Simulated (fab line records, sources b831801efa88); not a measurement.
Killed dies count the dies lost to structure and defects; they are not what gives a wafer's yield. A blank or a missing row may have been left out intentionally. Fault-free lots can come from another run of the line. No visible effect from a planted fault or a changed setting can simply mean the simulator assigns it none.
Split-lot experiment ; flow gf180mcu ; 23 wafers read across 5 lots, on a route 602 steps long

## ABOUT THE SPLIT
At GF_PASSIVATION_ETCH_11 (etches the open film in CF4/O2, stops on TiN, target depth 1800 nm, time 400 s), the setting source_w was moved away from the recipe's 800 W on 8 of the 23 wafers read, by -9.1% to +6.7%. All remaining wafers had this setting at the recipe value.

The split's own step is where the reading is taken.

## THE READING
coat_of_PASSIVATION_COAT_06.thk_nm (the simulator's own value, which no gauge read), in nm, at GF_PASSIVATION_ETCH_11 (etches the open film in CF4/O2, stops on TiN, target depth 1800 nm, time 400 s). The file does not state a usual value for it. Here, 15 wafers ran the recipe; their average is 2798 nm with a standard deviation of 18 nm.

wafer;tool, chamber at the split;source_w as run, W;against the recipe;coat_of_PASSIVATION_COAT_06.thk_nm, nm;against lot-mates on the recipe
L076.2;rie_diel-03, 0;800;recipe;2788;-
L076.3;rie_diel-03, 3;800;recipe;2803;-
L076.4;rie_diel-03, 1;800;recipe;2762;-
L076.5;rie_diel-03, 1;853.7;+6.7%;2698;-86
L076.6;rie_diel-03, 2;853.7;+6.7%;2739;-45
L079.2;rie_diel-02, 0,2;800;recipe;2791;-
L079.3;rie_diel-02, 0,2;800;recipe;2791;-
L079.6;rie_diel-02, 0;800;recipe;2830;-
L082.2;rie_diel-03, 2,0;800;recipe;2818;-
L082.6;rie_diel-03, 2,0;800;recipe;2818;-
L082.3;rie_diel-03, 0;727.3;-9.1%;2914;+102
L082.4;rie_diel-03, 3;727.3;-9.1%;2913;+101
L082.5;rie_diel-03, 1;800;recipe;2800;-
L083.1;rie_diel-04, 1;747.9;-6.5%;2867;+65
L083.3;rie_diel-04, 2;800;recipe;2786;-
L083.4;rie_diel-04, 0;747.9;-6.5%;2880;+78
L083.5;rie_diel-04, 1;800;recipe;2813;-
L083.6;rie_diel-04, 0;800;recipe;2807;-
L084.1;rie_diel-02, 3;800;recipe;2800;-
L084.3;rie_diel-02, 1;767.5;-4.1%;2821;+33
L084.4;rie_diel-02, 0;800;recipe;2796;-
L084.5;rie_diel-02, 3;767.5;-4.1%;2851;+63
L084.6;rie_diel-02, 2;800;recipe;2768;-
Rows listing several chambers each stand for several wafers; the file does not say which wafer went through which chamber.

THE FIT
A straight line over all 23 wafers: coat_of_PASSIVATION_COAT_06.thk_nm changes by -12 nm for each +1% of source_w; r = -0.94; the points scatter about the line by 17 nm.
The same after taking each lot's own level away (the mean of its wafers on the recipe; 23 wafers): -10.8 nm for each +1%; r = -0.95; scatter 15 nm.
According to that fit, moving source_w by its largest amount changes the reading by 98 nm.
The lots' own levels span 2784.3 to 2812.0 nm, that is 1.6 times the standard deviation above.
Thus the slope moves with the lot-to-lot level: the two fits are different.
Check: for one of the wafers moved furthest among these (-9.1%), held out of the fit, the line's prediction against its lot-mates is +98.3 nm. It came out at +102 nm against them.

## THE WHOLE CHAIN: every reading that the file lists as answering this split, in the file's order
step;what it does;reading;change (the file's fit);r (the file's)
GF_PASSIVATION_ETCH_11;etches the open film in CF4/O2, stops on TiN, target depth 1800 nm, time 400 s;coat_of_PASSIVATION_COAT_06.thk_nm (the simulator's own value, which no gauge read);-10.9 nm for each +1% of the setting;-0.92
GF_PASSIVATION_STRIP_12;strips in O2/N2;strip_time_to_endpoint_s;withheld for each +1% of the setting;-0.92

## FILE'S OWN FIT
coat_of_PASSIVATION_COAT_06.thk_nm changes by -10.9 nm for each +1% of source_w, r = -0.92.
